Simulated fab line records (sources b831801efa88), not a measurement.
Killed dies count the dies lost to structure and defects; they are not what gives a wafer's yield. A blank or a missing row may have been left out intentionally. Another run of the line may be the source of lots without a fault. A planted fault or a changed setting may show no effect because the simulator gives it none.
Split-lot trial    flow sfq line    11 wafers read across 5 lots, on a route 325 steps long

## THE SPLIT ITSELF
At SFQ_TRILAYER_I6_VIA_LITHO_COAT_174 (resist thk 62 nm), the setting spin rpm was moved away from the recipe's 3000 rpm on 2 of the 11 wafers read, by -4.6% to -1.9%. This setting was run at the recipe's value on the other wafers.

There is no step in the file separating the split from the reading.

## THE READING
etch.depth nm (the simulator's own value, which no gauge read), in nm, at SFQ_TRILAYER_I6_VIA_BARC_OPEN_VIA_ETCH_235 (etches BARC in O2, target depth 125 nm, time 41.7 s). No usual value for it is given in the file. The 9 wafers here that ran the recipe average 61.86 nm, standard deviation 0.082 nm.

wafer   tool, chamber at the split  spin rpm as run, rpm  against the recipe  etch.depth nm, nm  against lot-mates on the recipe
L078.3  litho track-04, 0           3000                  recipe              61.91              -
L078.5  litho track-04, 0           3000                  recipe              61.85              -
L080.2  litho track-01, 0           3000                  recipe              62.07              -
L080.5  litho track-01, 0           2943                  -1.9%               62.85              +0.78
L079.1  litho track-02, 0           3000                  recipe              61.77              -
L079.4  litho track-02, 0           3000                  recipe              61.81              -
L079.5  litho track-02, 0           3000                  recipe              61.82              -
L084.4  litho track-04, 0           3000                  recipe              61.83              -
L085.1  litho track-01, 0           3000                  recipe              61.84              -
L085.2  litho track-01, 0           2861                  -4.6%               63.28              +1.43
L085.4  litho track-01, 0           3000                  recipe              61.86              -

THE FIT
A straight line over all 11 wafers: etch.depth nm changes by -0.331 nm for each +1% of spin rpm; r = -0.96; the points scatter about the line by 0.15 nm.
The same after taking each lot's own level away (the mean of its wafers on the recipe; 11 wafers): -0.321 nm for each +1%; r = -0.99; scatter 0.062 nm.
That fit puts the effect of the largest move of spin rpm on the reading at 1.5 nm.
The lots' own levels span 61.800 to 62.070 nm, that is 3.3 times the standard deviation above.
The two slopes are in agreement: the lot-to-lot level therefore moves the slope only a little.
Check: for one of the wafers moved furthest among these (-4.6%), held out of the fit, the line's prediction against its lot-mates is +1.9 nm. Against them it came out at +1.43 nm.

## OTHER SPLITS APPLIED TO THESE WAFERS
Note: prior to the reading, these wafers also went through further splits. Each is held against what the fit with the lots' levels taken away leaves over:
other split on the same wafers            wafers away from the commonest value  r with etch.depth nm (lot level and that fit taken away)
SFQ_TRILAYER_C5_LITHO_PEB_154 peb time s  3                                     -0.32
SFQ_TRILAYER_M6_LITHO_EXPOSE_160 dose mj  3                                     +0.34

## THE WHOLE CHAIN: every reading that the file lists as answering this split, in the file's order
step                                        what it does                                         reading                                                                                         change (the file's fit)                r (the file's)
SFQ_TRILAYER_I6_VIA_LITHO_COAT_174          resist thk 62 nm                                     BARC_of_TRILAYER_I6_VIA_LITHO_COAT_174.thk nm (the simulator's own value, which no gauge read)  -0.312 nm for each +1% of the setting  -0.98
SFQ_TRILAYER_I6_VIA_BARC_OPEN_VIA_ETCH_235  etches BARC in O2, target depth 125 nm, time 41.7 s  etch.depth nm (the simulator's own value, which no gauge read)                                  -0.321 nm for each +1% of the setting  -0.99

## THE FILE'S OWN FIT
etch.depth nm changes by -0.321 nm for each +1% of spin rpm, r = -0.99.
